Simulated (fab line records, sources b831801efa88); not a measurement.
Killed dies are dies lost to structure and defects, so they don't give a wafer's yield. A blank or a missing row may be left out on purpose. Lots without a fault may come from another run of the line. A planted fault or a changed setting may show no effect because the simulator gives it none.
Which tool did it? | flow sfq_line | 6 lots, 18 wafers sampled, at 2 steps of a route of 325

WHAT THE GAUGES READ, wafer by wafer
SFQ_M1_RS_MEAS_909: measures by four-point-probe.
lot  | measured     | on            | M1_NB_RS (ohm/sq)
L512 | day 11 03:25 | film_metro-01 | 0.873 0.879 0.875
L515 | day 12 02:14 | film_metro-01 | 0.885 0.883 0.891
L518 | day 12 15:26 | film_metro-02 | 0.905 0.896 0.894
L521 | day 13 09:32 | film_metro-02 | 0.903 0.902 0.897
L523 | day 13 21:26 | film_metro-02 | 0.886 0.894 0.881
L533 | day 16 23:20 | film_metro-01 | 0.909 0.661 0.671

WHICH TOOL RAN EACH LOT (tool, then ch and the chambers of the sampled wafers, then the start)
lot  | SFQ_TRILAYER_M1_DEP_SPUTTER_037
L512 | pvd_sputter-06, day 11 03:20
L515 | pvd_sputter-06, day 12 02:08
L518 | pvd_sputter-03, day 12 15:20
L521 | pvd_sputter-06, day 13 09:25
L523 | pvd_sputter-05, day 13 21:20
L533 | pvd_sputter-03, day 16 23:12
- SFQ_TRILAYER_M1_DEP_SPUTTER_037: material Nb, target thk 200 nm, time 133.3 s.

THE ANSWER, worked out from the rows above alone
Rule: what is usual is taken from the lots themselves. Put in order of their means at a reading, lots are off if they are a third of the lots or fewer, leave a main group of 4 or more, and stand apart from it by a gap of 3 or more times the standard deviation of the main group's means; of several such gaps the widest counts. A main group whose means are all the same, to the digits that the tables above print for the reading, isn't used. A lot without any number at a reading at which 4 lots or more have one is off too. The other lots that the step has rows for count as sound.
Off: L533, at SFQ_M1_RS_MEAS_909 (M1_NB_RS). The main group: mean 0.890 ohm/sq, standard deviation 0.0091.
A tool fits if, at a process step before that reading, it ran every lot that is off, and no sound lot after the first of them. The gauges at SFQ_M1_RS_MEAS_909 are tried like those tools. Can't be told from this: 2 tools fit, pvd_sputter-03 at SFQ_TRILAYER_M1_DEP_SPUTTER_037, film_metro-01 at SFQ_M1_RS_MEAS_909.

WHAT THE SIMULATOR HAD PUT IN
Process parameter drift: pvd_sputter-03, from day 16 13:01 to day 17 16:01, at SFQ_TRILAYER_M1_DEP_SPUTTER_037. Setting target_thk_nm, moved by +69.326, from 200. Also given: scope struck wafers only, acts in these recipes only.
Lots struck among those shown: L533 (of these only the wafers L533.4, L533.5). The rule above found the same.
